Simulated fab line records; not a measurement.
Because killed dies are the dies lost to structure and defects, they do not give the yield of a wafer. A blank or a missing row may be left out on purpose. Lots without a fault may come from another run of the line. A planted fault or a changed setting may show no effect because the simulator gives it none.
Split-lot trial :: flow sky130 :: 23 wafers read across 5 lots, on a route 708 steps long

## ABOUT THE SPLIT
At SKY_SONOS_ONO_CVD_04 (deposits SiO2 from SiH4/N2O, target thk 5.7199 nm), the setting time-s was moved away from the recipe's 900 s on 10 of the 23 wafers read, by -5.9% to +9.9%. The other wafers ran this setting at the recipe's value.

No step appears in the file between the split and the reading.

## THE READING
Values of SONOS_ONO_CVD_04_THK in nm from SKY_SONOS_ONO_THK_MEAS_05. A value of 5.65 nm with a standard deviation of 0.1 nm is what fault-free wafers of this fab line usually give.

wafer: L079.1
tool, chamber at the split: -, -
time-s as run, s: 900
against the recipe: recipe
SONOS_ONO_CVD_04_THK, nm: 5.62
against lot-mates on the recipe: -

wafer: L079.2
tool, chamber at the split: -, -
time-s as run, s: 900
against the recipe: recipe
SONOS_ONO_CVD_04_THK, nm: 5.61
against lot-mates on the recipe: -

wafer: L079.3
tool, chamber at the split: -, -
time-s as run, s: 900
against the recipe: recipe
SONOS_ONO_CVD_04_THK, nm: 5.80
against lot-mates on the recipe: -

wafer: L079.4
tool, chamber at the split: -, -
time-s as run, s: 900
against the recipe: recipe
SONOS_ONO_CVD_04_THK, nm: 5.58
against lot-mates on the recipe: -

wafer: L079.6
tool, chamber at the split: -, -
time-s as run, s: 900
against the recipe: recipe
SONOS_ONO_CVD_04_THK, nm: 5.72
against lot-mates on the recipe: -

wafer: L080.1
tool, chamber at the split: -, -
time-s as run, s: 846.8
against the recipe: -5.9%
SONOS_ONO_CVD_04_THK, nm: 5.24
against lot-mates on the recipe: no lot-mate on the recipe

wafer: L080.2
tool, chamber at the split: -, -
time-s as run, s: 846.8
against the recipe: -5.9%
SONOS_ONO_CVD_04_THK, nm: 5.34
against lot-mates on the recipe: no lot-mate on the recipe

wafer: L080.4
tool, chamber at the split: -, -
time-s as run, s: 846.8
against the recipe: -5.9%
SONOS_ONO_CVD_04_THK, nm: 5.29
against lot-mates on the recipe: no lot-mate on the recipe

wafer: L080.5
tool, chamber at the split: -, -
time-s as run, s: 846.8
against the recipe: -5.9%
SONOS_ONO_CVD_04_THK, nm: 5.28
against lot-mates on the recipe: no lot-mate on the recipe

wafer: L080.6
tool, chamber at the split: -, -
time-s as run, s: 846.8
against the recipe: -5.9%
SONOS_ONO_CVD_04_THK, nm: 5.25
against lot-mates on the recipe: no lot-mate on the recipe

wafer: L081.1
tool, chamber at the split: lpcvd-03, 1
time-s as run, s: 900
against the recipe: recipe
SONOS_ONO_CVD_04_THK, nm: 5.47
against lot-mates on the recipe: -

wafer: L081.2
tool, chamber at the split: lpcvd-03, 1
time-s as run, s: 900
against the recipe: recipe
SONOS_ONO_CVD_04_THK, nm: 5.35
against lot-mates on the recipe: -

wafer: L081.3
tool, chamber at the split: lpcvd-03, 1
time-s as run, s: 900
against the recipe: recipe
SONOS_ONO_CVD_04_THK, nm: 5.53
against lot-mates on the recipe: -

wafer: L084.2
tool, chamber at the split: -, -
time-s as run, s: 900
against the recipe: recipe
SONOS_ONO_CVD_04_THK, nm: 5.60
against lot-mates on the recipe: -

wafer: L084.3
tool, chamber at the split: -, -
time-s as run, s: 900
against the recipe: recipe
SONOS_ONO_CVD_04_THK, nm: 5.57
against lot-mates on the recipe: -

wafer: L084.4
tool, chamber at the split: -, -
time-s as run, s: 900
against the recipe: recipe
SONOS_ONO_CVD_04_THK, nm: 5.57
against lot-mates on the recipe: -

wafer: L084.5
tool, chamber at the split: -, -
time-s as run, s: 900
against the recipe: recipe
SONOS_ONO_CVD_04_THK, nm: 5.56
against lot-mates on the recipe: -

wafer: L084.6
tool, chamber at the split: -, -
time-s as run, s: 900
against the recipe: recipe
SONOS_ONO_CVD_04_THK, nm: 5.54
against lot-mates on the recipe: -

wafer: L085.1
tool, chamber at the split: -, -
time-s as run, s: 989
against the recipe: +9.9%
SONOS_ONO_CVD_04_THK, nm: 6.38
against lot-mates on the recipe: no lot-mate on the recipe

wafer: L085.2
tool, chamber at the split: -, -
time-s as run, s: 989
against the recipe: +9.9%
SONOS_ONO_CVD_04_THK, nm: 6.35
against lot-mates on the recipe: no lot-mate on the recipe

wafer: L085.3
tool, chamber at the split: -, -
time-s as run, s: 989
against the recipe: +9.9%
SONOS_ONO_CVD_04_THK, nm: 6.36
against lot-mates on the recipe: no lot-mate on the recipe

wafer: L085.5
tool, chamber at the split: -, -
time-s as run, s: 989
against the recipe: +9.9%
SONOS_ONO_CVD_04_THK, nm: 6.30
against lot-mates on the recipe: no lot-mate on the recipe

wafer: L085.6
tool, chamber at the split: -, -
time-s as run, s: 989
against the recipe: +9.9%
SONOS_ONO_CVD_04_THK, nm: 6.47
against lot-mates on the recipe: no lot-mate on the recipe

FIT RESULTS
A straight line over all 23 wafers: SONOS_ONO_CVD_04_THK changes by +0.071 nm for each +1% of time-s; r = +0.97; the points scatter about the line by 0.1 nm.
Too few moved wafers with a lot-mate on the recipe to fit a line net of each lot's own level.

## THE WHOLE CHAIN: every reading that the file lists as answering this split, in the file's order
step: SKY_SONOS_ONO_CVD_04
what it does: deposits SiO2 from SiH4/N2O, target thk 5.7199 nm
reading: SiO2_of_SONOS_ONO_CVD_04.thk-nm (the simulator's own value, which no gauge read)
change (the file's fit): +0.0712 nm for each +1% of the setting
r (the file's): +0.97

step: SKY_SONOS_ONO_THK_MEAS_05
what it does: 
reading: SONOS_ONO_CVD_04_THK
change (the file's fit): +0.0709 for each +1% of the setting
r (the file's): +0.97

## THE FILE'S OWN FIT
SONOS_ONO_CVD_04_THK changes by +0.0709 nm for each +1% of time-s, r = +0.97.
